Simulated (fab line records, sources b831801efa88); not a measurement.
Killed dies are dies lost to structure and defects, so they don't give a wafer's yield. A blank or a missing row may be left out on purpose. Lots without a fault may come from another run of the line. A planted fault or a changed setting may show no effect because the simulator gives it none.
Chamber matching | flow gf180mcu | GF_V2_CMP_26 on cmp-02: 4 sister chambers
The step polishes, stops on SiO2, t overpolish 15 s, target thk 0 nm. 8 wafers are shown with their chamber, then 7 later ones without.

WAFERS WITH THEIR CHAMBER
wafer  | chamber | motor_current_A (A) | time_to_endpoint_s (s)
L218.1 | 3       | 11.4                | 81
L218.6 | 2       | 11.2                | 78
L222.4 | 2       | 11.2                | 84
L226.2 | 1       | 13.1                | 84
L226.3 | 0       | 11.7                | 82
L226.4 | 3       | 11.6                | 86
L233.1 | 1       | 12.3                | 90
L233.3 | 0       | 11.8                | 81

WAFERS WITHOUT THEIR CHAMBER
wafer  | motor_current_A (A) | time_to_endpoint_s (s)
L233.6 | 12.0                | 83
L236.2 | 11.3                | 83
L236.4 | 10.7                | 85
L236.5 | 11.8                | 84
L238.2 | 11.8                | 82
L238.3 | 11.4                | 81
L238.6 | 11.7                | 81

WHICH CHAMBER EACH WENT THROUGH
wafer  | from the rows above               | in truth
L233.6 | can't be placed: 0 or 3 or 1 or 2 | 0
L236.2 | can't be placed: 2 or 3 or 0      | 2
L236.4 | can't be placed: 2 or 3 or 0      | 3
L236.5 | can't be placed: 0 or 3 or 2      | 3
L238.2 | can't be placed: 0 or 3 or 2      | 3
L238.3 | can't be placed: 2 or 3 or 0      | 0
L238.6 | can't be placed: 0 or 3 or 2      | 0
Placed correctly: 0 of 7. Can't be placed from these rows: 7 (the true chamber is among the candidates in 7). Placed wrongly: 0.
How it was worked out, from the rows above alone: a wafer's distance from a chamber is the root of the sum, over the readings, of the square of ((its reading less the chamber's mean) divided by the reading's scatter). The wafer belongs to the nearest chamber; if the next one is less than 2 further off, it can't be placed. A chamber's mean is the mean of its shown wafers. The scatter: the root of (the sum of the squares of (reading less its chamber's mean) over the shown wafers, divided by (wafers less chambers)).
